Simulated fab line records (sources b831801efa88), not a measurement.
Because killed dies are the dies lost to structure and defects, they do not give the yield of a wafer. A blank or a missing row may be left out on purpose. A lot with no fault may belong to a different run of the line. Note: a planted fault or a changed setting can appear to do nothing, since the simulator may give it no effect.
Matching of chambers || flow sky130 || 4 sister chambers for SKY_VIA4_CMP_02 on cmp-02
The step polishes SiO2. 8 wafers are shown with their chamber, then 10 later ones without.

## EACH WAFER AND ITS CHAMBER
{"wafer": "L084.3", "chamber": 0, "motor_current_A (A)": 14.6}
{"wafer": "L086.4", "chamber": 1, "motor_current_A (A)": 15.3}
{"wafer": "L086.5", "chamber": 1, "motor_current_A (A)": 14.2}
{"wafer": "L086.2", "chamber": 0, "motor_current_A (A)": 15.6}
{"wafer": "L086.3", "chamber": 3, "motor_current_A (A)": 11.4}
{"wafer": "L086.6", "chamber": 2, "motor_current_A (A)": 11.3}
{"wafer": "L087.3", "chamber": 3, "motor_current_A (A)": 10.2}
{"wafer": "L087.4", "chamber": 2, "motor_current_A (A)": 11.3}

## WAFERS WITH NO CHAMBER GIVEN
{"wafer": "L087.6", "motor_current_A (A)": 15.3}
{"wafer": "L089.4", "motor_current_A (A)": 10.4}
{"wafer": "L089.5", "motor_current_A (A)": 15.4}
{"wafer": "L089.6", "motor_current_A (A)": 14.8}
{"wafer": "L092.2", "motor_current_A (A)": 15.2}
{"wafer": "L092.3", "motor_current_A (A)": 15.6}
{"wafer": "L092.6", "motor_current_A (A)": 11.4}
{"wafer": "L094.3", "motor_current_A (A)": 11.2}
{"wafer": "L094.4", "motor_current_A (A)": 15.5}
{"wafer": "L094.6", "motor_current_A (A)": 14.7}

## THE CHAMBER EACH PASSED THROUGH
{"wafer": "L087.6", "from the rows above": "can't be placed: 0 or 1", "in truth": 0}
{"wafer": "L089.4", "from the rows above": "can't be placed: 3 or 2", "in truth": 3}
{"wafer": "L089.5", "from the rows above": "can't be placed: 0 or 1", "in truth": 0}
{"wafer": "L089.6", "from the rows above": "can't be placed: 1 or 0", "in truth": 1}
{"wafer": "L092.2", "from the rows above": "can't be placed: 0 or 1", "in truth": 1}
{"wafer": "L092.3", "from the rows above": "can't be placed: 0 or 1", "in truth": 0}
{"wafer": "L092.6", "from the rows above": "can't be placed: 2 or 3", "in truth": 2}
{"wafer": "L094.3", "from the rows above": "can't be placed: 2 or 3", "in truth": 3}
{"wafer": "L094.4", "from the rows above": "can't be placed: 0 or 1", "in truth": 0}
{"wafer": "L094.6", "from the rows above": "can't be placed: 1 or 0", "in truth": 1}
0 of 10 placed correctly. Can't be placed from these rows: 10 (the true chamber is among the candidates in 10). Placed wrongly: 0.
How it was worked out, from the rows above alone: a wafer's distance from a chamber is the root of the sum, over the readings, of the square of ((its reading less the chamber's mean) divided by the reading's scatter). The wafer belongs to the nearest chamber; if the next one is less than 2 further off, it can't be placed. For every chamber, the mean is computed from those of its wafers that are shown. How the scatter is found: for the shown wafers, subtract from each reading the mean of its chamber, square and add these, divide the total by (wafers less chambers), then take the root.
